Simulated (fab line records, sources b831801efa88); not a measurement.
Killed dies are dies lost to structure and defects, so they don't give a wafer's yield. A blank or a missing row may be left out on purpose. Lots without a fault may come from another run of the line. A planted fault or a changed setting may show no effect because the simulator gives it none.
A struck lot beside a sound one | flow sky130 | 15 steps out of a route of 708
Sound: wafers L912.2, L912.3, L912.6. Struck: wafer L921.6. (L921.3 of the same lot was not struck and is left out.) The cause comes at the end.
At each step with rows: each side's tool, then ch and its chambers, then its first start. Under that, the readings that differ: sound wafers | struck wafers | difference of the means | sigmas: that difference in standard deviations of wafers without a fault.
alike: readings whose means differ by less than 2 such deviations, and words and numbers that are the same on both sides. not compared: withheld readings, readings that some wafer has no value for, bounds like >300 that may hide the same value, and numbers for which the record gives no deviation and whose values overlap.
The two part at a step that has a row with sigmas, a row that says differs or no value, or rows on one side only. Numbers that don't overlap but have no deviation are shown without sigmas and don't part them. A reading that every wafer of one side lacks parts them only if that side has two wafers or more.

SKY_VIA1_ETCH_14: etches BARC in N2/H2, stops on SiO2, time 45.9 s, target depth 60 nm.
  sound on rie_diel-04 ch 0,3, day 34 02:25; struck on rie_diel-02 ch 2, day 36 23:34
  alike: bias_w, chamber_pressure_mTorr, drypump_motor_current_A, n2_flow_sccm, oes_product_au, rf_fwd_power_W, throttle_valve_pct
  not compared: rf_hours_counter_h
SKY_VIA1_ETCH_15: etches SiO2 in C4F8/O2/Ar, stops on TiN, target depth 351 nm, time 54 s.
  sound on rie_diel-04 ch 0,3, day 34 02:28; struck on rie_diel-02 ch 2, day 36 23:37
  alike: bias_w, chamber_pressure_mTorr, oes_product_au, rf_fwd_power_W
  not compared: rf_hours_counter_h
SKY_VIA1_STRIP_16: strips in O2/N2.
  sound on plasma_asher-04 ch 0,1, day 34 02:31; struck on plasma_asher-04 ch 1, day 36 23:41
  reading                      | sound             | struck | difference | sigmas
  strip_time_to_endpoint_s (s) | 4.423 4.402 4.428 | 4.486  | +0.068     | +2
  alike: chamber_pressure_mTorr, drypump_motor_current_A, n2_flow_sccm, oes_product_au
  not compared: rf_hours_counter_h
then, 4 steps without rows for these wafers: SKY_VIA1_STRIP_17 (strips in post etch residue remover, time 1200 s); SKY_VIA1_CLEAN_18 (cleans in IPA, time 180 s); SKY_VIA1_CLEAN_19 (cleans in O3/DIW); SKY_VIA1_SPUTTER_20 (material TiN, target thk 20 nm, time 80 s).
SKY_VIA1_CVD_21: deposits W, target thk 270 nm, time 80.902 s.
  sound on cvd_w-02 ch 0, day 34 03:10; struck on cvd_w-02 ch 0, day 37 00:26
  alike: heater_power_w
SKY_VIA1_RS_MEAS_22: measures by four-point-probe.
  sound on film_metro-01, day 34 03:17; struck on film_metro-03, day 37 00:32
  alike: VIA1_W_RS
SKY_VIA1_THK_MEAS_23: measures by xrf.
  sound on film_metro-01, day 34 03:23; struck on film_metro-03, day 37 00:38
  alike: VIA1_W_THK
then, 1 step without rows for these wafers: SKY_VIA1_CMP_24 (polishes, stops on SiO2, t overpolish 15 s, target thk 0 nm).
SKY_METAL2_SPUTTER_00: material Ti, target thk 15 nm, time 10 s.
  sound on pvd_sputter-04, day 34 03:44; struck on pvd_sputter-03, day 37 01:04
  alike: cathode_dc_power_W, throttle_valve_pct
SKY_METAL2_SPUTTER_01: material TiN, target thk 20 nm, time 16.7 s.
  sound on pvd_sputter-04, day 34 03:46; struck on pvd_sputter-03, day 37 01:05
  reading                                    | sound            | struck | difference | sigmas
  model.TiN_of_METAL2_SPUTTER_01.thk_nm (nm) | 20.39 20.04 20.2 | 9.895  | -10.315    |
  alike: cathode_dc_power_W, throttle_valve_pct
then, 1 step without rows for these wafers: SKY_METAL2_SPUTTER_02 (material AlCu, target thk 250 nm, time 13.3 s).
-- the record jumps here: 11 days lie between the struck wafers' starts before and after (it left off in module METAL2 and takes up again in module PAD_OPEN, whose first step shown is number 708 of the route) --
SKY_PAD_OPEN_PROBE_99:
  the record has rows for the struck wafers here (prober-02, day 48 03:48) and none for the sound ones

WHERE THEY PART
First at SKY_VIA1_STRIP_16; last, within this record, at SKY_PAD_OPEN_PROBE_99.

WHY: what the simulator had put in
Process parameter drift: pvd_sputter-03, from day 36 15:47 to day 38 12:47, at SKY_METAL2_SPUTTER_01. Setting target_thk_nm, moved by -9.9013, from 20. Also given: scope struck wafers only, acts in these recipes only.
